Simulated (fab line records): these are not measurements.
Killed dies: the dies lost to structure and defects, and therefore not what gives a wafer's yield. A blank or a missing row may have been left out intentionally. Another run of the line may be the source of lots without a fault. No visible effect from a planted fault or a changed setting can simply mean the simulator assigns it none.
Which tool did it? / flow gf180mcu / Sampling: 14 lots, 42 wafers, 5 of 602 route steps

WHAT EACH GAUGE READ, for each wafer
GF_STI_THK_MEAS_02.
lot=L647; measured=day 1 12:05; on=filmMetro-01; STI_OXIDATION_THK (nm)=10.12 10.14 10.13
lot=L648; measured=day 1 16:32; on=filmMetro-04; STI_OXIDATION_THK (nm)=9.98 10.18 10.11
lot=L649; measured=day 1 21:31; on=filmMetro-02; STI_OXIDATION_THK (nm)=9.95 10.04 10.00
lot=L650; measured=day 2 03:39; on=filmMetro-04; STI_OXIDATION_THK (nm)=10.14 10.12 10.11
lot=L651; measured=day 2 07:31; on=filmMetro-02; STI_OXIDATION_THK (nm)=9.85 9.94 10.04
lot=L652; measured=day 2 13:08; on=filmMetro-01; STI_OXIDATION_THK (nm)=9.89 9.66 9.85
lot=L653; measured=day 2 18:01; on=filmMetro-02; STI_OXIDATION_THK (nm)=13.26 13.36 13.37
lot=L654; measured=day 2 23:19; on=filmMetro-01; STI_OXIDATION_THK (nm)=10.24 10.26 10.05
lot=L656; measured=day 3 08:31; on=filmMetro-04; STI_OXIDATION_THK (nm)=13.21 13.28 13.22
lot=L657; measured=day 3 15:14; on=filmMetro-04; STI_OXIDATION_THK (nm)=13.49 13.78 13.61
lot=L667; measured=day 5 16:46; on=filmMetro-02; STI_OXIDATION_THK (nm)=9.99 9.92 9.88
lot=L668; measured=day 5 20:31; on=filmMetro-02; STI_OXIDATION_THK (nm)=9.87 9.84 9.89
lot=L669; measured=day 6 01:46; on=filmMetro-01; STI_OXIDATION_THK (nm)=9.89 9.83 9.66
lot=L670; measured=day 6 06:31; on=filmMetro-02; STI_OXIDATION_THK (nm)=9.96 10.15 9.67

GF_STI_THK_MEAS_04.
lot=L647; measured=day 1 14:08; on=filmMetro-02; STI_CVD_03_THK (nm)=208.8 207.4 207.0
lot=L648; measured=day 1 18:35; on=filmMetro-04; STI_CVD_03_THK (nm)=210.5 207.9 208.6
lot=L649; measured=day 1 23:34; on=filmMetro-02; STI_CVD_03_THK (nm)=208.0 208.3 208.9
lot=L650; measured=day 2 05:42; on=filmMetro-01; STI_CVD_03_THK (nm)=204.6 206.0 207.3
lot=L651; measured=day 2 10:33; on=filmMetro-04; STI_CVD_03_THK (nm)=206.7 207.8 208.3
lot=L652; measured=day 2 15:11; on=filmMetro-02; STI_CVD_03_THK (nm)=208.2 207.4 207.7
lot=L653; measured=day 2 20:04; on=filmMetro-04; STI_CVD_03_THK (nm)=205.6 203.7 204.9
lot=L654; measured=day 3 01:22; on=filmMetro-02; STI_CVD_03_THK (nm)=208.5 207.9 208.6
lot=L656; measured=day 3 10:34; on=filmMetro-01; STI_CVD_03_THK (nm)=209.8 207.7 208.0
lot=L657; measured=day 3 17:17; on=filmMetro-02; STI_CVD_03_THK (nm)=206.4 208.9 207.9
lot=L667; measured=day 5 20:20; on=filmMetro-04; STI_CVD_03_THK (nm)=208.6 205.6 208.7
lot=L668; measured=day 5 22:34; on=filmMetro-02; STI_CVD_03_THK (nm)=207.4 206.2 207.0
lot=L669; measured=day 6 03:49; on=filmMetro-01; STI_CVD_03_THK (nm)=203.9 204.9 203.3
lot=L670; measured=day 6 08:59; on=filmMetro-02; STI_CVD_03_THK (nm)=206.9 207.8 206.7

GF_MVPSD_OVL_MEAS_07.
lot=L647; measured=day 4 23:20; on=overlay-02; MVPSD_OVL (nm)=0.6 1.8 2.1
lot=L648; measured=day 5 03:59; on=overlay-02; MVPSD_OVL (nm)=0.4 0.6 -0.9
lot=L649; measured=day 5 11:02; on=overlay-01; MVPSD_OVL (nm)=1.7 -0.1 2.5
lot=L650; measured=day 5 20:29; on=overlay-02; MVPSD_OVL (nm)=1.7 1.9 2.6
lot=L651; measured=day 6 00:14; on=overlay-01; MVPSD_OVL (nm)=-1.1 -1.4 -1.5
lot=L652; measured=day 6 07:07; on=overlay-01; MVPSD_OVL (nm)=-1.5 -0.4 -0.2
lot=L653; measured=day 6 13:59; on=overlay-02; MVPSD_OVL (nm)=2.3 1.8 0.1
lot=L654; measured=day 6 22:35; on=overlay-01; MVPSD_OVL (nm)=0.1 1.5 0.5
lot=L656; measured=day 7 05:32; on=overlay-02; MVPSD_OVL (nm)=-1.0 0.1 0.5
lot=L657; measured=day 7 20:17; on=overlay-02; MVPSD_OVL (nm)=-0.1 -0.8 -0.6
lot=L667; measured=day 10 05:37; on=overlay-02; MVPSD_OVL (nm)=1.2 0.3 0.7
lot=L668; measured=day 10 07:38; on=overlay-01; MVPSD_OVL (nm)=-1.8 -2.3 -3.6
lot=L669; measured=day 10 12:50; on=overlay-01; MVPSD_OVL (nm)=-1.8 -2.7 -1.6
lot=L670; measured=day 10 19:31; on=overlay-02; MVPSD_OVL (nm)=-2.4 -1.8 -1.5

GF_VT_IMPLANT_OVL_MEAS_29.
lot=L647; measured=day 6 20:02; on=overlay-02; VT_IMPLANT_02_OVL (nm)=-0.3 -0.9 1.3
lot=L648; measured=day 7 00:39; on=overlay-02; VT_IMPLANT_02_OVL (nm)=2.2 3.2 3.0
lot=L649; measured=day 7 08:59; on=overlay-02; VT_IMPLANT_02_OVL (nm)=1.0 2.9 3.7
lot=L650; measured=day 7 17:51; on=overlay-02; VT_IMPLANT_02_OVL (nm)=1.1 1.0 0.2
lot=L651; measured=day 7 23:44; on=overlay-02; VT_IMPLANT_02_OVL (nm)=-0.5 -1.5 -0.9
lot=L652; measured=day 8 05:38; on=overlay-02; VT_IMPLANT_02_OVL (nm)=0.9 2.9 0.9
lot=L653; measured=day 8 12:32; on=overlay-01; VT_IMPLANT_02_OVL (nm)=-0.8 -1.5 -0.6
lot=L654; measured=day 8 22:59; on=overlay-02; VT_IMPLANT_02_OVL (nm)=2.2 1.2 0.6
lot=L656; measured=day 9 05:50; on=overlay-02; VT_IMPLANT_02_OVL (nm)=-0.9 0.2 0.5
lot=L657; measured=day 9 22:17; on=overlay-02; VT_IMPLANT_02_OVL (nm)=-0.8 0.5 -0.2
lot=L667; measured=day 12 14:29; on=overlay-02; VT_IMPLANT_02_OVL (nm)=0.4 0.3 0.8
lot=L668; measured=day 12 15:44; on=overlay-01; VT_IMPLANT_02_OVL (nm)=-0.1 -0.7 0.6
lot=L669; measured=day 12 21:32; on=overlay-01; VT_IMPLANT_02_OVL (nm)=-1.4 -0.8 -0.5
lot=L670; measured=day 13 04:53; on=overlay-01; VT_IMPLANT_02_OVL (nm)=-1.0 -1.1 -0.4

EACH LOT AND THE TOOL THAT RAN IT (in order: tool; ch and the chambers of the sampled wafers; start)
lot=L647; GF_STI_OXIDATION_01=furnace-01 ch 0, day 1 10:42
lot=L648; GF_STI_OXIDATION_01=furnace-01 ch 0, day 1 15:07
lot=L649; GF_STI_OXIDATION_01=furnace-02 ch 0, day 1 20:07
lot=L650; GF_STI_OXIDATION_01=furnace-02 ch 0, day 2 02:14
lot=L651; GF_STI_OXIDATION_01=furnace-02 ch 0, day 2 06:07
lot=L652; GF_STI_OXIDATION_01=furnace-01 ch 0, day 2 11:45
lot=L653; GF_STI_OXIDATION_01=furnace-02 ch 0, day 2 16:37
lot=L654; GF_STI_OXIDATION_01=furnace-01 ch 0, day 2 21:55
lot=L656; GF_STI_OXIDATION_01=furnace-02 ch 0, day 3 07:07
lot=L657; GF_STI_OXIDATION_01=furnace-02 ch 0, day 3 13:50
lot=L667; GF_STI_OXIDATION_01=furnace-01 ch 0, day 5 15:22
lot=L668; GF_STI_OXIDATION_01=furnace-01 ch 0, day 5 19:07
lot=L669; GF_STI_OXIDATION_01=furnace-01 ch 0, day 6 00:22
lot=L670; GF_STI_OXIDATION_01=furnace-01 ch 0, day 6 05:07
- GF_STI_OXIDATION_01: stabilise 600 s, purge 300 s, target thk 10 nm.

WHAT THE TOOLS THEMSELVES READ (means of the sampled wafers that have a number; where no wafer has one, the mark that the record gives instead)
GF_STI_OXIDATION_01.
lot=L647; tool=furnace-01; tube_center_temp_C_max=902.7; zonePowerLowerPct (%)=17.3; zonePowerTopPct (%)=35.0
lot=L648; tool=furnace-01; tube_center_temp_C_max=902.0; zonePowerLowerPct (%)=17.5; zonePowerTopPct (%)=35.5
lot=L649; tool=furnace-02; tube_center_temp_C_max=902.6; zonePowerLowerPct (%)=21.5; zonePowerTopPct (%)=38.4
lot=L650; tool=furnace-02; tube_center_temp_C_max=902.4; zonePowerLowerPct (%)=21.6; zonePowerTopPct (%)=38.9
lot=L651; tool=furnace-02; tube_center_temp_C_max=902.4; zonePowerLowerPct (%)=21.6; zonePowerTopPct (%)=38.3
lot=L652; tool=furnace-01; tube_center_temp_C_max=902.0; zonePowerLowerPct (%)=17.4; zonePowerTopPct (%)=35.4
lot=L653; tool=furnace-02; tube_center_temp_C_max=902.6; zonePowerLowerPct (%)=21.4; zonePowerTopPct (%)=38.1
lot=L654; tool=furnace-01; tube_center_temp_C_max=902.1; zonePowerLowerPct (%)=17.4; zonePowerTopPct (%)=35.1
lot=L656; tool=furnace-02; tube_center_temp_C_max=902.4; zonePowerLowerPct (%)=21.5; zonePowerTopPct (%)=38.6
lot=L657; tool=furnace-02; tube_center_temp_C_max=902.3; zonePowerLowerPct (%)=21.5; zonePowerTopPct (%)=38.5
lot=L667; tool=furnace-01; tube_center_temp_C_max=902.6; zonePowerLowerPct (%)=17.3; zonePowerTopPct (%)=35.4
lot=L668; tool=furnace-01; tube_center_temp_C_max=902.1; zonePowerLowerPct (%)=17.4; zonePowerTopPct (%)=34.7
lot=L669; tool=furnace-01; tube_center_temp_C_max=902.4; zonePowerLowerPct (%)=17.6; zonePowerTopPct (%)=34.9
lot=L670; tool=furnace-01; tube_center_temp_C_max=902.5; zonePowerLowerPct (%)=17.4; zonePowerTopPct (%)=35.0

THE ANSWER, worked out from the rows above alone
Rule: what is usual is taken from the lots themselves. Put in order of their means at a reading, lots are off if they are a third of the lots or fewer, leave a main group of 4 or more, and stand apart from it by a gap of 3 or more times the standard deviation of the main group's means; of several such gaps the widest counts. The tables above print the reading to a certain number of digits; a main group whose means all agree to those digits is not used. A lot without any number at a reading at which 4 lots or more have one is off too. Any other lot the step has rows for is counted as sound. First the gauges in route order, then the tools' own readings, where a lot's mean is used as printed above. The first step at which some lot is off is used, and at that step the reading that is off furthest; a lot without a number counts as furthest.
Off: L653, L656, L657, at GF_STI_THK_MEAS_02 (STI_OXIDATION_THK). For the main group the mean is 9.98 nm and the standard deviation 0.13.
If a tool, at a process step before that reading, ran all the lots that are off and no sound lot after the first of them, it fits. The gauges at GF_STI_THK_MEAS_02 are tried like those tools. One candidate fits, namely furnace-02 at GF_STI_OXIDATION_01. Its last sound lot is L651 (day 2 06:07), its first lot that is off L653 (day 2 16:37): a fault that began between those two fits.

WHAT THE SIMULATOR HAD PUT IN
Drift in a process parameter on furnace-02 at GF_STI_OXIDATION_01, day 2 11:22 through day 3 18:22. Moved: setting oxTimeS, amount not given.
Lots struck among those shown: L653, L656, L657. Same finding as the rule above.
